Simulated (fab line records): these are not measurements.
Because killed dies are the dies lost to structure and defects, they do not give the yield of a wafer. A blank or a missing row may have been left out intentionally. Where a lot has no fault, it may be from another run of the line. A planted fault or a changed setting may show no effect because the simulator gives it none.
A lot that was struck, set against a sound lot / flow sky130 / 15 out of 708 route steps
Sound: wafers L769.1, L769.2, L769.6. Wafers L788.4, L788.5, L788.6 were the ones struck. Last of all comes the cause.
Per side, at each step with rows, come the tool, then ch with its chambers, and then its first start. Under that, the readings that differ: sound wafers / struck wafers / difference of the means / sigmas: that difference in standard deviations of wafers without a fault.
alike: words and numbers the same on both sides, and readings whose means are apart by under 2 such deviations; not compared: readings that were withheld, readings missing a value for some wafer, numbers with overlapping values and no deviation given by the record, and bounds like >300 which may hide the same value.
The two part at a step that has a row with sigmas, a row that says differs or no value, or rows on one side only. Non-overlapping numbers with no deviation appear without sigmas and do not part them. A reading that every wafer of one side lacks parts them only if that side has two wafers or more.

first, 5 steps without rows for these wafers: SKY_SD_N_COAT_02 (resist thk 1140 nm); SKY_SD_N_SOFTBAKE_03 (time 60 s); SKY_SD_N_EXPOSE_04 (exposes mask NSDM, target cd 380 nm); SKY_SD_N_PEB_05; SKY_SD_N_DEVELOP_06 (develop time 60 s).
SKY_SD_N_CD_MEAS_07: the cd target is 380 nm.
  sound on cd-sem-02 at day 28 04:28; struck on cd-sem-02 at day 34 11:53
  alike: cd-nm
SKY_SD_N_OVL_MEAS_08:
  sound on overlay-01 at day 28 04:35; struck on overlay-01 at day 34 11:58
reading=SD_N_OVL (nm); sound=1.6 0.1 1.8; struck=-1.6 0.0 -3.4; difference=-2.8; sigmas=-2
then, 2 steps without rows for these wafers: SKY_SD_N_IMPLANT_09; SKY_SD_N_IMPLANT_10.
SKY_SD_N_STRIP_11: strips in O2/N2.
  sound on plasma-asher-02 ch 0,1, day 28 04:55; struck on plasma-asher-03 ch 0,1, day 34 12:19
  alike: drypump-motor-current-A, oes-product-au, strip-time-to-endpoint-s
  not compared: rf-hours-counter-h
SKY_SD_N_TW_MEAS_12:
  sound on film-metro-04 at day 28 05:01; struck on film-metro-01 at day 34 12:25
  alike: SD_N_TW
then, 1 step without rows for these wafers: SKY_SD_N_CLEAN_13 (cleans in SC1/SC2, time 150 s).
SKY_SD_N_RTA_14: time 2 s.
  sound on rtp-anneal-01 ch 0, day 28 05:08; struck on rtp-anneal-02 ch 0, day 34 12:31
  alike: lamp-power-pct, wafer_temp_C_max
SKY_SD_N_RS_MEAS_16: a four-point-probe measurement.
  sound on film-metro-02 at day 28 05:18; struck on film-metro-01 at day 34 13:05
reading=SD_N_RS (ohm/sq); sound=68.68 68.53 68.57; struck=57.56 57.43 57.50; difference=-11.10; sigmas=-74
  not compared: hold
then, 1 step without rows for these wafers: SKY_PAD_OPEN_PROBE_99.

== WHERE THEY PART ==
At SKY_SD_N_OVL_MEAS_08 first; at SKY_SD_N_RS_MEAS_16 last (within this record only).

WHY: what had been put in by the simulator
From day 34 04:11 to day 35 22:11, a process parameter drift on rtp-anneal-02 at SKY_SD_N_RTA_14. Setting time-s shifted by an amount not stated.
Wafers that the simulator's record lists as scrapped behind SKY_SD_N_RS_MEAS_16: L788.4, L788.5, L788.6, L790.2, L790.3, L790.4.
